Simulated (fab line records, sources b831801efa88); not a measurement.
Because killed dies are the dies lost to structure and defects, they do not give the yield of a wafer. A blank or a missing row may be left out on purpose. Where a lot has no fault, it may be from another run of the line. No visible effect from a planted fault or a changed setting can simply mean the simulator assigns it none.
A lot that was struck, set against a sound lot | flow sky130 | 44 steps out of a route of 708
Sound: wafers L708.1, L708.3, L708.4. The struck wafers were L715.4, L715.6. Last of all comes the cause.
Each step with rows lists, per side, the tool, then ch with its chambers, then its first start. Under that, the readings that differ: sound wafers | struck wafers | difference of the means | sigmas: that difference in standard deviations of wafers without a fault.
alike: readings with means less than 2 such deviations apart, plus words and numbers identical on both sides. not compared: withheld readings, readings lacking a value on some wafer, bounds such as >300 that could conceal the same value, and numbers that have no deviation in the record and whose values overlap.
The two part at a step that has a row with sigmas, a row that says differs or no value, or rows on one side only. Numbers that don't overlap but have no deviation are shown without sigmas and don't part them. A reading that every wafer of one side lacks parts them only if that side has two wafers or more.

first, 5 steps without rows for these wafers: SKY_VIA3_STRIP_17 (strips in post etch residue remover, time 1200 s); SKY_VIA3_CLEAN_18 (cleans in IPA, time 180 s); SKY_VIA3_CLEAN_19 (cleans in O3/DIW); SKY_VIA3_SPUTTER_20 (material TiN, target thk 20 nm, time 80 s); SKY_VIA3_CVD_21 (deposits W, target thk 390 nm, time 117.31 s).
SKY_VIA3_RS_MEAS_22: measures by four-point-probe.
  sound on film_metro-02 at day 40 23:49; struck on film_metro-02 at day 43 12:32
  alike: VIA3_W_RS
SKY_VIA3_THK_MEAS_23: measures by xrf.
  sound on film_metro-02 at day 40 23:56; struck on film_metro-02 at day 43 12:37
  alike: VIA3_W_THK
then, 1 step without rows for these wafers: SKY_VIA3_CMP_24 (polishes, stops on SiO2, t overpolish 20 s, target thk 0 nm).
SKY_METAL4_SPUTTER_00: material Ti, target thk 15 nm, time 10 s.
  sound on pvd_sputter-02 at day 41 00:18; struck on pvd_sputter-01 at day 43 13:10
  alike: throttle_valve_pct
SKY_METAL4_SPUTTER_01: material TiN, target thk 20 nm, time 16.7 s.
  sound on pvd_sputter-02 at day 41 00:19; struck on pvd_sputter-01 at day 43 13:12
  alike: throttle_valve_pct
then, 1 step without rows for these wafers: SKY_METAL4_SPUTTER_02 (material AlCu, target thk 735 nm, time 39.1 s).
SKY_METAL4_SPUTTER_03: material Ti, target thk 5 nm, time 3.3 s.
  sound on pvd_sputter-02 at day 41 00:23; struck on pvd_sputter-01 at day 43 13:16
  alike: throttle_valve_pct
SKY_METAL4_SPUTTER_04: material TiN, target thk 70 nm, time 58.3 s.
  sound on pvd_sputter-02 at day 41 00:24; struck on pvd_sputter-01 at day 43 13:17
  reading                                    | sound             | struck    | difference | sigmas
  model.TiN_of_METAL4_SPUTTER_04.thk_nm (nm) | 68.37 69.83 68.28 | 114 113.8 | +45        |
  alike: throttle_valve_pct
then, 1 step without rows for these wafers: SKY_CAP2M_CVD_00 (deposits SiO2, target thk 15.5 nm).
SKY_CAP2M_THK_MEAS_01:
  sound on film_metro-04 at day 41 00:28; struck on film_metro-04 at day 43 13:23
  alike: CAP2M_CVD_00_THK
SKY_CAP2M_SPUTTER_02: material TiN, target thk 200 nm, time 166.7 s.
  sound on pvd_sputter-03 at day 41 00:32; struck on pvd_sputter-04 at day 43 13:25
  alike: susceptor_temp_C, throttle_valve_pct
SKY_CAP2M_RS_MEAS_03: measures by four-point-probe.
  sound on film_metro-03 at day 41 00:38; struck on film_metro-03 at day 43 13:35
  reading               | sound          | struck    | difference | sigmas
  CAP2M_TIN_RS (ohm/sq) | 7.00 6.95 6.91 | 6.77 6.75 | -0.19      | -2
SKY_CAP2M_THK_MEAS_04: measures by xrf.
  sound on film_metro-03 at day 41 00:46; struck on film_metro-03 at day 43 13:41
  reading            | sound             | struck      | difference | sigmas
  CAP2M_TIN_THK (nm) | 198.4 198.8 199.7 | 204.6 206.2 | +6.4       | +2
then, 7 steps without rows for these wafers: SKY_CAP2M_DEHYDRATE_05 (time 60 s); SKY_CAP2M_HMDS_06 (prime time 60 s); SKY_CAP2M_COAT_07 (resist thk 1140 nm); SKY_CAP2M_SOFTBAKE_08 (time 60 s); SKY_CAP2M_EXPOSE_09 (exposes mask CAP2M, target cd 1000 nm); SKY_CAP2M_PEB_10; SKY_CAP2M_DEVELOP_11 (develop time 60 s).
SKY_CAP2M_OVL_MEAS_12:
  sound on overlay-02 at day 42 00:10; struck on overlay-02 at day 44 12:27
  alike: CAP2M_OVL
then, 13 steps without rows for these wafers: SKY_CAP2M_METAL_ETCH_13 (etches TiN in Cl2/BCl3, stops on SiO2, target depth 220 nm, time 62.9 s); SKY_CAP2M_STRIP_14 (strips in O2/N2); SKY_CAP2M_STRIP_15 (strips in post etch residue remover, time 1200 s); SKY_CAP2M_CLEAN_16 (cleans in IPA, time 180 s); SKY_CAP2M_CLEAN_17 (cleans in O3/DIW); SKY_METAL4_DEHYDRATE_05 (time 60 s); SKY_METAL4_HMDS_06 (prime time 60 s); SKY_METAL4_COAT_07 (resist thk 60 nm); SKY_METAL4_COAT_08 (resist thk 1140 nm); SKY_METAL4_SOFTBAKE_09 (time 90 s); SKY_METAL4_EXPOSE_10 (exposes mask MM4, target cd 300 nm); SKY_METAL4_PEB_11; SKY_METAL4_DEVELOP_12 (develop time 60 s).
SKY_METAL4_CD_MEAS_13: the cd target is 300 nm.
  sound on cd_sem-01 at day 42 23:50; struck on cd_sem-01 at day 45 11:19
  alike: cd_nm
SKY_METAL4_OVL_MEAS_14:
  sound on overlay-02 at day 42 23:57; struck on overlay-01 at day 45 11:24
  alike: METAL4_OVL
SKY_METAL4_DESCUM_15: chemistry O2, time 8 s.
  sound on rie_metal-02 ch 0,1, day 42 23:59; struck on rie_metal-02 ch 0, day 45 11:26
  reading    | sound             | struck      | difference | sigmas
  temp_c (C) | 40.17 40.18 40.01 | 39.89 39.84 | -0.25      | -2
  alike: drypump_motor_current_A, oes_product_au
  not compared: rf_hours_counter_h
SKY_METAL4_METAL_ETCH_18: etches the open film in Cl2/BCl3, stops on SiO2, target depth 845 nm, time 183.1 s.
  sound on rie_metal-04 ch 0,1, day 43 00:08; struck on rie_metal-04 ch 0,1, day 45 11:38
  reading               | sound             | struck      | difference | sigmas
  oes_product_au (a.u.) | 0.869 0.861 0.872 | 0.892 0.883 | +0.020     | +3
  alike: drypump_motor_current_A, throttle_valve_pct
  not compared: rf_hours_counter_h
-- the record jumps here: 4 days lie between the struck wafers' starts before and after (it left off in module METAL4 and takes up again in module PAD_OPEN, whose first step shown is number 708 of the route) --
SKY_PAD_OPEN_PROBE_99:
  sound on prober-01 at day 46 22:08; struck on prober-02 at day 49 02:30
  reading                       | sound            | struck        | difference | sigmas
  model.etest.via4_chain.rc_ohm | 0.7851 0.8 0.751 | 0.8932 0.8997 | +0.1177    |
  alike: defect_limited_yield, killed_at_M0_to_M3, killed_at_M4_up, killed_at_contacts, killed_at_front_end, killed_at_other, killed_dies, killed_open, killed_short, sort_bin_3_pad_short, sort_bin_5_function, sort_bin_6_memory, sort_n_pass, sort_yield_pct

== WHERE THEY PART ==
Earliest at SKY_CAP2M_RS_MEAS_03; latest, in this record, at SKY_METAL4_METAL_ETCH_18. Later steps at which nothing parts them and some readings are alike: SKY_PAD_OPEN_PROBE_99.

WHY: what the simulator had put in
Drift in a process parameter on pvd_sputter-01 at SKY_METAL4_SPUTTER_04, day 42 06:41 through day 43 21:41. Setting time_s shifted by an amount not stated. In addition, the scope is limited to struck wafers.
